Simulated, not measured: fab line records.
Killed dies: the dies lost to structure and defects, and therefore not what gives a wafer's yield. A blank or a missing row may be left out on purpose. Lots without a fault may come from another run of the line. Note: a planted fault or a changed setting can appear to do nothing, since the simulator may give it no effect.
Which tool was responsible? | flow gf180mcu | 11 lots, 33 wafers sampled, at 6 steps of a route of 602

WHAT THE GAUGES SHOWED, per wafer
GF_STI_BOW_MEAS_00.
lot  | measured    | on            | INCOMING_BOW (um)
L732 | day 1 10:00 | film-metro-04 | -6 -8 1
L735 | day 2 01:02 | film-metro-02 | 12 5 0
L736 | day 2 06:01 | film-metro-03 | 4 0 -3
L737 | day 2 11:00 | film-metro-02 | 10 -11 10
L738 | day 2 16:01 | film-metro-03 | 6 8 -6
L739 | day 2 21:00 | film-metro-04 | 1 -11 -2
L744 | day 3 22:00 | film-metro-04 | 4 -6 -9
L747 | day 4 13:01 | film-metro-02 | 0 -1 -8
L748 | day 4 18:04 | film-metro-02 | 2 14 -1
L752 | day 5 14:01 | film-metro-02 | -10 -2 -4
L753 | day 5 19:02 | film-metro-03 | -2 -2 -4

GF_STI_THK_MEAS_04.
lot  | measured    | on            | STI_CVD_03_THK (nm)
L732 | day 1 14:33 | film-metro-04 | 206.5 207.0 205.0
L735 | day 2 04:35 | film-metro-02 | 208.2 209.0 209.1
L736 | day 2 11:46 | film-metro-03 | 209.0 208.8 208.6
L737 | day 2 16:38 | film-metro-04 | 207.3 207.3 204.8
L738 | day 2 19:40 | film-metro-03 | 205.3 205.5 206.0
L739 | day 3 01:51 | film-metro-03 | 206.9 206.8 206.4
L744 | day 4 02:16 | film-metro-02 | 172.6 179.0 185.7
L747 | day 4 16:34 | film-metro-03 | 160.8 159.0 160.6
L748 | day 4 22:14 | film-metro-02 | 209.8 211.3 210.2
L752 | day 5 18:14 | film-metro-02 | 205.7 203.2 204.7
L753 | day 5 22:35 | film-metro-03 | 206.2 208.6 206.5

GF_POLY_GATE_CD_MEAS_10: target cd 280 nm.
lot  | measured     | on        | cd-nm (nm)
L732 | day 9 04:43  | cd-sem-02 | 281.6 281.2 281.7
L735 | day 10 06:55 | cd-sem-01 | 280.6 281.0 280.4
L736 | day 10 12:36 | cd-sem-02 | 278.9 279.5 278.9
L737 | day 10 22:41 | cd-sem-01 | 278.6 278.6 278.3
L738 | day 11 00:11 | cd-sem-02 | 281.8 281.0 280.7
L739 | day 11 07:34 | cd-sem-02 | 281.4 280.2 280.2
L744 | day 12 21:02 | cd-sem-02 | 279.5 280.0 280.8
L747 | day 13 18:06 | cd-sem-02 | 279.6 279.5 279.4
L748 | day 14 01:01 | cd-sem-02 | 280.6 280.0 280.6
L752 | day 15 05:32 | cd-sem-01 | 281.2 280.7 281.4
L753 | day 15 10:43 | cd-sem-01 | 280.0 280.2 281.3

TOOL THAT RAN EACH LOT (tool first, then ch and the chambers of the sampled wafers, then the start)
lot  | GF_STI_CVD_03              | GF_STI_ETCH_13                    | GF_VT_IMPLANT_STRIP_42
L732 | lpcvd-02 ch 1, day 1 11:34 | rie-diel-03 ch 0,3, day 2 02:53   | plasma-asher-01 ch 0,1, day 7 13:49
L735 | lpcvd-02 ch 0, day 2 02:34 | rie-diel-03 ch 0,2,3, day 2 17:05 | plasma-asher-03 ch 0,1, day 8 12:44
L736 | lpcvd-01 ch 1, day 2 08:47 | rie-diel-03 ch 0,2,3, day 2 23:47 | plasma-asher-01 ch 0,1, day 8 17:43
L737 | lpcvd-01 ch 1, day 2 13:39 | rie-diel-04 ch 0,3, day 3 05:58   | plasma-asher-04 ch 0,1, day 9 05:57
L738 | lpcvd-02 ch 1, day 2 17:40 | rie-diel-03 ch 0,2,3, day 3 08:08 | plasma-asher-03 ch 0,1, day 9 07:48
L739 | lpcvd-02 ch 1, day 2 23:52 | rie-diel-02 ch 0,1,3, day 3 13:56 | plasma-asher-01 ch 0, day 9 13:24
L744 | lpcvd-01 ch 1, day 4 00:16 | rie-diel-02 ch 0,2,3, day 4 15:41 | plasma-asher-03 ch 0,1, day 11 02:03
L747 | lpcvd-01 ch 1, day 4 14:34 | rie-diel-03 ch 0,2,3, day 5 05:55 | plasma-asher-04 ch 0,1, day 11 20:27
L748 | lpcvd-02 ch 1, day 4 20:13 | rie-diel-02 ch 0,1,2, day 5 12:14 | plasma-asher-04 ch 0,1, day 12 03:42
L752 | lpcvd-02 ch 1, day 5 16:14 | rie-diel-02 ch 0,1,3, day 6 09:32 | plasma-asher-03 ch 0,1, day 13 05:24
L753 | lpcvd-02 ch 0, day 5 20:34 | rie-diel-03 ch 1,2, day 6 13:17   | plasma-asher-03 ch 0,1, day 13 10:23
- GF_STI_CVD_03: deposits Si3N4 from DCS/NH3, target thk 207.16 nm, time 3551 s.
- GF_STI_ETCH_13: etches the open film in CHF3/O2, stops on Si, target depth 282.31 nm, time 112.9 s.
- GF_VT_IMPLANT_STRIP_42: strips in O2/N2.

WHAT THE TOOLS THEMSELVES READ (means of the sampled wafers that have a number; where no wafer has one, the mark that the record gives instead)
GF_STI_CVD_03.
lot  | tool     | spike-tc-centre-C (C) | spike-tc-lower-C (C) | spike-tc-top-C (C) | spike-tc-upper-C (C) | zone-power-centre-pct (%) | zone-power-lower-pct (%)
L732 | lpcvd-02 | 770.8                 | 771.4                | 783                | 770.0                | 11.8                      | 10.5
L735 | lpcvd-02 | 768.0                 | 769.2                | 786                | 769.1                | 16.1                      | 10.5
L736 | lpcvd-01 | 770.1                 | 770.7                | 784                | 766.7                | 11.1                      | 13.8
L737 | lpcvd-01 | 769.3                 | 771.2                | 785                | 768.1                | 11.0                      | 13.6
L738 | lpcvd-02 | 771.0                 | 770.2                | 782                | 770.6                | 11.9                      | 10.6
L739 | lpcvd-02 | 770.8                 | 770.2                | 783                | 770.7                | 11.8                      | 10.5
L744 | lpcvd-01 | 737.2                 | 775.4                | 785                | 771.4                | 3.8                       | 18.4
L747 | lpcvd-01 | 738.2                 | 776.3                | 784                | 771.5                | 3.9                       | 18.4
L748 | lpcvd-02 | 771.1                 | 770.7                | 783                | 771.9                | 11.8                      | 10.4
L752 | lpcvd-02 | 771.2                 | 771.2                | 782                | 771.6                | 11.8                      | 10.5
L753 | lpcvd-02 | 767.7                 | 770.3                | 787                | 769.8                | 16.1                      | 10.5

GF_STI_ETCH_13.
lot  | tool        | chf3-flow-sccm (sccm) | drypump-motor-current-A (A) | oes-product-au (a.u.) | throttle-valve-pct (%)
L732 | rie-diel-03 | 50.00                 | 5.7                         | 0.828                 | 8.812
L735 | rie-diel-03 | 50.01                 | 5.8                         | 0.837                 | 8.812
L736 | rie-diel-03 | 49.94                 | 5.8                         | 0.840                 | 8.807
L737 | rie-diel-04 | 49.94                 | 5.3                         | 0.829                 | 8.813
L738 | rie-diel-03 | 50.01                 | 5.8                         | 0.827                 | 8.807
L739 | rie-diel-02 | 49.94                 | 5.7                         | 0.833                 | 8.809
L744 | rie-diel-02 | 49.96                 | 5.6                         | 0.772                 | 8.796
L747 | rie-diel-03 | 50.11                 | 5.8                         | 0.730                 | 8.780
L748 | rie-diel-02 | 50.00                 | 5.3                         | 0.840                 | 8.807
L752 | rie-diel-02 | 49.88                 | 5.7                         | 0.830                 | 8.805
L753 | rie-diel-03 | 50.04                 | 5.7                         | 0.835                 | 8.807

GF_VT_IMPLANT_STRIP_42.
lot  | tool            | drypump-motor-current-A (A) | heater-power-w (W) | n2-flow-sccm (sccm) | oes-product-au (a.u.) | strip-time-to-endpoint-s (s)
L732 | plasma-asher-01 | 5.5                         | 335                | 300.0               | 0.711                 | 12.71
L735 | plasma-asher-03 | 6.2                         | 306                | 299.6               | 0.715                 | 12.65
L736 | plasma-asher-01 | 5.5                         | 334                | 299.3               | 0.718                 | 12.63
L737 | plasma-asher-04 | 5.5                         | 377                | 300.5               | 0.718                 | 12.68
L738 | plasma-asher-03 | 6.2                         | 303                | 298.5               | 0.717                 | 12.62
L739 | plasma-asher-01 | 5.1                         | 339                | 299.5               | 0.714                 | 12.64
L744 | plasma-asher-03 | 6.2                         | 302                | 300.5               | 0.710                 | 12.64
L747 | plasma-asher-04 | 5.5                         | 365                | 299.0               | 0.717                 | 12.65
L748 | plasma-asher-04 | 5.5                         | 373                | 299.8               | 0.714                 | 12.68
L752 | plasma-asher-03 | 6.2                         | 304                | 299.9               | 0.719                 | 12.63
L753 | plasma-asher-03 | 6.2                         | 304                | 299.2               | 0.711                 | 12.64

THE ANSWER, worked out from the rows above alone
Rule: the usual values come from the lots themselves. Put in order of their means at a reading, lots are off if they are a third of the lots or fewer, leave a main group of 4 or more, and stand apart from it by a gap of 3 or more times the standard deviation of the main group's means; of several such gaps the widest counts. The tables above print the reading to a certain number of digits; a main group whose means all agree to those digits is not used. Also off: a lot with no number at a reading for which 4 or more lots have one. Where the step has rows for the other lots, those lots are counted as sound. First the gauges in route order, then the tools' own readings, where a lot's mean is used as printed above. At the first step where some lot is off, the reading lying furthest off is the one used; lots without a number count as furthest.
Off: L744, L747, seen at GF_STI_THK_MEAS_04 (STI_CVD_03_THK). For the main group the mean is 207.2 nm and the standard deviation 1.7.
A tool fits if, at a process step before that reading, it ran every lot that is off, and no sound lot after the first of them. The gauges at GF_STI_THK_MEAS_04 aren't tried: what is off there is off at GF_STI_CVD_03 too, on other tools, and a gauge's error can't cause that. One candidate fits, namely lpcvd-01 at GF_STI_CVD_03. Its last sound lot is L737 (day 2 13:39), its first lot that is off L744 (day 4 00:16): a fault that began between those two fits.
The tool's own readings at GF_STI_CVD_03 bear it out: on the lots that are off they differ by more than 5 times the standard deviation of the sound lots' means. spike-tc-centre-C reads 737.7 C there against 770.0 C on the sound lots; spike-tc-lower-C reads 775.8 C there against 770.6 C on the sound lots; zone-power-lower-pct reads 18.4 % there against 11.2 % on the sound lots.

WHAT HAD BEEN PUT IN BY THE SIMULATOR
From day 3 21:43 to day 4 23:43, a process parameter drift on lpcvd-01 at GF_STI_CVD_03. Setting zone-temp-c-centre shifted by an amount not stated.
Struck lots among those shown: L744, L747. Same finding as the rule above.
